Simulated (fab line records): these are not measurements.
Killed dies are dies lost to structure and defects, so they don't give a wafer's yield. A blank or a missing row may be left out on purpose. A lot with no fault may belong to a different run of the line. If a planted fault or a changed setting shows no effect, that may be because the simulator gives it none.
Which tool did it? | flow gf180mcu | Sampling: 6 lots, 18 wafers, 4 of 602 route steps

WHAT EACH GAUGE READ, for each wafer
GF_V3_RS_MEAS_24: uses a four-point probe to measure.
lot  | measured     | on            | V3_W_RS (ohm/sq)
L291 | day 22 15:36 | film-metro-01 | 0.3316 0.3312 0.3312
L293 | day 23 12:24 | film-metro-03 | 0.3349 0.3285 0.3320
L301 | day 26 05:52 | film-metro-04 | 0.4051 0.4029 0.3997
L306 | day 27 20:26 | film-metro-01 | 0.3260 0.3264 0.3273
L310 | day 29 02:48 | film-metro-04 | 0.3263 0.3272 0.3302
L312 | day 29 12:22 | film-metro-04 | 0.3256 0.3240 0.3236

EACH LOT AND THE TOOL THAT RAN IT (in order: tool; ch and the chambers of the sampled wafers; start)
lot  | GF_V3_CMP_04                  | GF_V3_ETCH_17                                 | GF_V3_CVD_23
L291 | cmp-01 ch 0,2, day 21 14:28   | rie-diel-02 ch 1,3, day 22 15:28 or earlier   | cvd-w-01 ch 0,1, day 22 15:28
L293 | cmp-01 ch 0,1,3, day 22 12:08 | rie-diel-01 ch 1,3, day 23 12:16 or earlier   | cvd-w-02 ch 0,1, day 23 12:16
L301 | cmp-02 ch 1,2,3, day 25 07:19 | rie-diel-01 ch 0,3, day 26 05:44 or earlier   | cvd-w-01 ch 1, day 26 05:44
L306 | cmp-02 ch 0,1,3, day 26 23:22 | rie-diel-01 ch 1,2, day 27 20:17 or earlier   | cvd-w-02 ch 0,1, day 27 20:17
L310 | cmp-02 ch 1,2,3, day 28 06:23 | rie-diel-04 ch 0,1,3, day 29 02:40 or earlier | cvd-w-02 ch 0,1, day 29 02:40
L312 | cmp-02 ch 0,1,2, day 28 15:59 | rie-diel-02 ch 0,1,2, day 29 12:15 or earlier | cvd-w-02 ch 0,1, day 29 12:15
- GF_V3_CMP_04: polishes SiO2.
- GF_V3_ETCH_17: etches SiO2 in C4F8/O2/Ar, stops on TiN, target depth 635 nm.
- GF_V3_CVD_23: deposits W, target thk 350 nm, time 104.9 s.

THE ANSWER, worked out from the rows above alone
Rule: the usual values come from the lots themselves. Put in order of their means at a reading, lots are off if they are a third of the lots or fewer, leave a main group of 4 or more, and stand apart from it by a gap of 3 or more times the standard deviation of the main group's means; of several such gaps the widest counts. If all means in a main group match to the digits the tables above print for the reading, that group is not used. A lot without any number at a reading at which 4 lots or more have one is off too. Any other lot the step has rows for is counted as sound.
Off: L301, seen at GF_V3_RS_MEAS_24 (V3_W_RS). The main group: mean 0.3284 ohm/sq, standard deviation 0.0028.
A tool fits if, at a process step before that reading, it ran every lot that is off, and no sound lot after the first of them. The gauges at GF_V3_RS_MEAS_24 are tried like those tools. Because GF_V3_ETCH_17 lacks a start for some lots, the hours and order of its lots are taken from GF_V3_CVD_23. One candidate fits, namely cvd-w-01 at GF_V3_CVD_23. Its last sound lot is L291 (day 22 15:28), its first lot that is off L301 (day 26 05:44): a fault that began between those two fits.

WHAT HAD BEEN PUT IN BY THE SIMULATOR
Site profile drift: cvd-w-01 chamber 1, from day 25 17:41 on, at GF_V3_CVD_23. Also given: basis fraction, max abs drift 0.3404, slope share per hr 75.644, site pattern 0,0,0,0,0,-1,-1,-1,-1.
Struck lots among those shown: L301. The rule above reached the same finding.
